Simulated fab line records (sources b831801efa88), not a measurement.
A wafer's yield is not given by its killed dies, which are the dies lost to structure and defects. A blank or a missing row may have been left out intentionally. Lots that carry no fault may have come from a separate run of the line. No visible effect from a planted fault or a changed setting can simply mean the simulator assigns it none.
Which tool did it? | flow gf180mcu | 42 wafers from 14 lots sampled at 2 of the route's 602 steps

WHAT THE GAUGES SHOWED, per wafer
GF_CONTACT_THK_MEAS_01.
lot  | measured     | on            | CONTACT_CVD_00_THK (nm)
L274 | day 15 05:07 | film-metro-01 | 302 305 301
L275 | day 15 16:49 | film-metro-01 | 302 298 301
L276 | day 15 22:28 | film-metro-03 | 302 302 304
L277 | day 16 04:57 | film-metro-01 | 294 298 299
L278 | day 16 11:38 | film-metro-04 | 298 301 298
L281 | day 18 03:29 | film-metro-04 | 301 296 299
L282 | day 18 23:59 | film-metro-01 | 295 299 295
L284 | day 19 08:30 | film-metro-04 | 299 299 296
L287 | day 20 09:53 | film-metro-04 | 295 291 290
L290 | day 21 01:03 | film-metro-04 | 300 298 301
L292 | day 22 04:14 | film-metro-03 | 300 301 304
L293 | day 22 13:20 | film-metro-04 | 292 302 297
L294 | day 23 01:02 | film-metro-03 | 294 292 297
L296 | day 23 22:26 | film-metro-04 | 302 299 290

WHAT TOOL EACH LOT RAN ON (gives the tool, then ch and the chambers of the sampled wafers, and finally the start)
lot  | GF_VT_IMPLANT_RTA_45
L274 | rtp-anneal-01 ch 0, day 7 15:38
L275 | rtp-anneal-01 ch 0, day 7 22:32
L276 | rtp-anneal-01 ch 0, day 8 05:08
L277 | rtp-anneal-02 ch 0, day 8 10:36
L278 | rtp-anneal-01 ch 0, day 8 15:32
L281 | rtp-anneal-01 ch 0, day 9 16:33
L282 | rtp-anneal-02 ch 0, day 10 08:49
L284 | rtp-anneal-02 ch 0, day 10 18:32
L287 | rtp-anneal-01 ch 0, day 11 14:08
L290 | rtp-anneal-01 ch 0, day 12 03:03
L292 | rtp-anneal-02 ch 0, day 13 02:35
L293 | rtp-anneal-01 ch 0, day 13 11:05
L294 | rtp-anneal-01 ch 0, day 13 19:07
L296 | rtp-anneal-02 ch 0, day 14 13:59
- GF_VT_IMPLANT_RTA_45: time 30 s.

AS READ BY THE TOOLS THEMSELVES (means over the sampled wafers that have a number; for cases with no such wafer, the mark the record gives instead)
GF_VT_IMPLANT_RTA_45.
lot  | tool          | lamp-power-pct (%) | wafer_temp_C_max
L274 | rtp-anneal-01 | 35.0               | 1053.3
L275 | rtp-anneal-01 | 35.0               | 1053.1
L276 | rtp-anneal-01 | 35.0               | 1053.1
L277 | rtp-anneal-02 | 36.6               | 1056.6
L278 | rtp-anneal-01 | 35.0               | 1053.2
L281 | rtp-anneal-01 | 35.0               | 1053.3
L282 | rtp-anneal-02 | 36.6               | 1056.5
L284 | rtp-anneal-02 | 36.6               | 1055.1
L287 | rtp-anneal-01 | 34.9               | 1053.4
L290 | rtp-anneal-01 | 34.9               | 1052.1
L292 | rtp-anneal-02 | 36.6               | 1054.6
L293 | rtp-anneal-01 | 34.9               | 1053.0
L294 | rtp-anneal-01 | 35.0               | 1053.2
L296 | rtp-anneal-02 | 36.6               | 1053.8

THE ANSWER, worked out from the rows above alone
Rule: the lots themselves supply what counts as usual. The widest of any qualifying gaps counts: lots, ordered by their means at a reading, are off when they make up no more than a third of the lots, leave a main group of 4 or more, and stand apart from it by 3 or more times the standard deviation of that group's means. The tables above print the reading to a certain number of digits; a main group whose means all agree to those digits is not used. A lot without any number at a reading at which 4 lots or more have one is off too. Where the step has rows for the other lots, those lots are counted as sound. After the gauges, taken in route order, come the tools' own readings; for these a lot's mean is taken, as printed above. At the first step where some lot is off, the reading lying furthest off is the one used; lots without a number count as furthest.
None of the lots is off at any reading shown; this tells nothing.

WHAT WAS PUT IN BY THE SIMULATOR
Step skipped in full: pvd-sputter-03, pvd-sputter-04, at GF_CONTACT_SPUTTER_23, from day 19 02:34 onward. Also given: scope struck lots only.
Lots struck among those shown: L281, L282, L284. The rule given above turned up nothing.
